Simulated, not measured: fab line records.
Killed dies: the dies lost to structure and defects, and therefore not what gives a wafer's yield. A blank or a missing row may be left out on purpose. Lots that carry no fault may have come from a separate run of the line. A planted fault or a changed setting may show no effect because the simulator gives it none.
Struck lot and sound lot, side by side    flow sky130    15 out of 708 route steps
Sound: wafers L935.1, L935.2, L935.4. The struck wafers were L947.1, L947.2, L947.4. At the end, the cause is stated.
Order at every step that has rows: each side's tool, ch and its chambers, its first start. Under that, the readings that differ: sound wafers    struck wafers    difference of the means    sigmas: that difference in standard deviations of wafers without a fault.
alike: readings with means less than 2 such deviations apart, plus words and numbers identical on both sides. not compared: withheld readings, readings lacking a value on some wafer, bounds such as >300 that could conceal the same value, and numbers that have no deviation in the record and whose values overlap.
The two part at a step that has a row with sigmas, a row that says differs or no value, or rows on one side only. Numbers that don't overlap but have no deviation are shown without sigmas and don't part them. A reading that every wafer of one side lacks parts them only if that side has two wafers or more.

first, 3 steps without rows for these wafers: SKY_CONTACT_EXPOSE_11 (exposes mask CTM1, target cd 170 nm); SKY_CONTACT_PEB_12; SKY_CONTACT_DEVELOP_13 (develop time 60 s).
SKY_CONTACT_CD_MEAS_14: the cd target is 170 nm.
  struck on cd_sem-02, day 35 21:43; sound on cd_sem-01, day 32 04:06
  alike: cd_nm
SKY_CONTACT_OVL_MEAS_15:
  struck on overlay-02, day 35 21:50; sound on overlay-02, day 32 04:13
  alike: CONTACT_OVL
SKY_CONTACT_ETCH_16: etches BARC in N2/H2, stops on SiO2, time 45.9 s, target depth 60 nm.
  sound on rie_diel-04 ch 0,1,2, day 32 04:15; struck on rie_diel-01 ch 1,2,3, day 35 21:52
  alike: bias_w, chamber_pressure_mTorr, drypump_motor_current_A, oes_product_au, rf_fwd_power_W, throttle_valve_pct
  not compared: rf_hours_counter_h
SKY_CONTACT_ETCH_17: etches SiO2 in C4F8/O2/Ar, stops on Si3N4, target depth 340 nm.
  sound on rie_diel-04 ch 0,1,2, day 32 04:17; struck on rie_diel-01 ch 1,2,3, day 35 21:55
  alike: bias_w, chamber_pressure_mTorr, oes_product_au, rf_fwd_power_W
SKY_CONTACT_ETCH_18: etches Si3N4 in CHF3/O2, stops on TiN, time 39 s, target depth 75 nm.
  sound on rie_diel-04 ch 0,1,2; struck on rie_diel-01 ch 1,2,3
  alike: bias_w, chamber_pressure_mTorr, drypump_motor_current_A, oes_product_au, rf_fwd_power_W, throttle_valve_pct
  not compared: rf_hours_counter_h
SKY_CONTACT_STRIP_19: strips in O2/N2.
  sound on plasma_asher-02 ch 0,1, day 32 04:23; struck on plasma_asher-02 ch 0,1, day 35 22:00
  alike: chamber_pressure_mTorr, drypump_motor_current_A, oes_product_au, strip_time_to_endpoint_s
  not compared: rf_hours_counter_h
then, 3 steps without rows for these wafers: SKY_CONTACT_STRIP_20 (strips in post etch residue remover, time 1200 s); SKY_CONTACT_CLEAN_21 (cleans in IPA, time 180 s); SKY_CONTACT_CLEAN_22 (cleans in O3/DIW).
SKY_CONTACT_SPUTTER_23: material TiN, target thk 20 nm, time 80 s.
  struck on pvd_sputter-03, day 35 22:38; sound on pvd_sputter-04, day 32 04:59
  no value came back on the struck wafers for cathode_dc_power_W (W), chamber_pressure_pa (Pa), throttle_valve_pct (%); on the sound wafers cathode_dc_power_W (W) reads 4000.3 4001.0 4000.8
SKY_CONTACT_CVD_24: deposits W, target thk 340 nm, time 102.12 s.
  sound on cvd_w-01 ch 0,1, day 32 05:02; struck on cvd_w-02 ch 0,1, day 35 22:41
  alike: heater_power_outer_w, heater_power_w
-- the record jumps here: 13 days lie between the struck wafers' starts before and after (it left off in module CONTACT and takes up again in module PAD_OPEN, whose first step shown is number 708 of the route) --
SKY_PAD_OPEN_PROBE_99:
  only the struck wafers here have rows in the record (prober-02, day 49 00:01); the sound ones have none

## WHERE THEY PART
At SKY_CONTACT_SPUTTER_23 first; at SKY_PAD_OPEN_PROBE_99 last (within this record only).

WHY: what had been put in by the simulator
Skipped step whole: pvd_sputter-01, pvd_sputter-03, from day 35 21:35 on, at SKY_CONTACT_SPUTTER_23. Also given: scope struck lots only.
